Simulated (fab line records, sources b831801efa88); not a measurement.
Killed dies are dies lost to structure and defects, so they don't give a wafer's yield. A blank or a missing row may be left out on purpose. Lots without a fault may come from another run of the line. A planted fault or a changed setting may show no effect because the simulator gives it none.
A struck lot beside a sound one | flow sfq_line | 13 steps out of a route of 325
Sound: wafers L999.2, L999.3, L999.4. Struck: wafers L998.2, L998.4, L998.6. The cause comes at the end.
At each step with rows: each side's tool, then ch and its chambers, then its first start. Under that, the readings that differ: sound wafers | struck wafers | difference of the means | sigmas: that difference in standard deviations of wafers without a fault.
alike: readings whose means differ by less than 2 such deviations, and words and numbers that are the same on both sides. not compared: withheld readings, readings that some wafer has no value for, bounds like >300 that may hide the same value, and numbers for which the record gives no deviation and whose values overlap.
The two part at a step that has a row with sigmas, a row that says differs or no value, or rows on one side only. Numbers that don't overlap but have no deviation are shown without sigmas and don't part them. A reading that every wafer of one side lacks parts them only if that side has two wafers or more.

SFQ_TRILAYER_I4_VIA_STRIP_STRIP_107: strips in O2.
  sound on rie_metal-04 ch 0,1, day 58 07:53; struck on rie_metal-03 ch 0,1, day 57 21:05
  alike: drypump_motor_current_A, oes_product_au
  not compared: rf_hours_counter_h
then, 2 steps without rows for these wafers: SFQ_TRILAYER_I4_VIA_STRIP_SOLV_CLEAN_108 (cleans in NMP, time 600 s); SFQ_TRILAYER_JJ_TRILAYER_DEP_PRE_CLEAN_113 (time 22.5 s).
SFQ_TRILAYER_JJ_TRILAYER_DEP_SPUTTER_109: material Nb, target thk 150 nm, time 100 s.
  sound on pvd_sputter-04, day 58 08:41; struck on pvd_sputter-03, day 57 21:53
  alike: throttle_valve_pct
SFQ_TRILAYER_JJ_TRILAYER_DEP_SPUTTER_110: material Al, target thk 8 nm, time 10 s.
  sound on pvd_sputter-04, day 58 08:46; struck on pvd_sputter-03, day 57 21:58
  alike: throttle_valve_pct
then, 1 step without rows for these wafers: SFQ_TRILAYER_JJ_TRILAYER_DEP_AL_OXIDATION_111 (oxidation time 600 s).
SFQ_TRILAYER_JJ_TRILAYER_DEP_SPUTTER_112: material Nb, target thk 170 nm, time 113.3 s.
  sound on pvd_sputter-04, day 58 09:47; struck on pvd_sputter-03, day 57 22:59
  alike: throttle_valve_pct
SFQ_JJ_RS_MEAS_929: measures by four-point-probe.
  sound on film_metro-04, day 58 09:53; struck on film_metro-02, day 57 23:05
  reading           | sound             | struck            | difference | sigmas
  JJ_NB_RS (ohm/sq) | 1.049 1.041 1.032 | 1.078 1.063 1.066 | +0.028     | +2
then, 3 steps without rows for these wafers: SFQ_TRILAYER_JJ_CE_LITHO_COAT_119 (resist thk 62 nm); SFQ_TRILAYER_JJ_CE_LITHO_COAT_114 (resist thk 600 nm); SFQ_TRILAYER_JJ_CE_LITHO_SOFTBAKE_118.
-- the record jumps here: 3 days lie between the struck wafers' starts before and after --
SFQ_TRILAYER_JJ_CE_LITHO_EXPOSE_115: exposes mask J5, target cd 700 nm.
  sound on krf_scanner-01 ch 0, day 61 16:35; struck on krf_scanner-01, day 61 02:11
  no value came back on the struck wafers for exposure_dose_mJ_cm2, focus_offset_nm (nm); on the sound wafers exposure_dose_mJ_cm2 reads 14.395 14.393 14.392
  alike: mask
then, 1 step without rows for these wafers: SFQ_TRILAYER_JJ_CE_LITHO_PEB_117 (peb time 60 s).

WHERE THEY PART
First at SFQ_JJ_RS_MEAS_929; last, within this record, at SFQ_TRILAYER_JJ_CE_LITHO_EXPOSE_115.

WHY: what the simulator had put in
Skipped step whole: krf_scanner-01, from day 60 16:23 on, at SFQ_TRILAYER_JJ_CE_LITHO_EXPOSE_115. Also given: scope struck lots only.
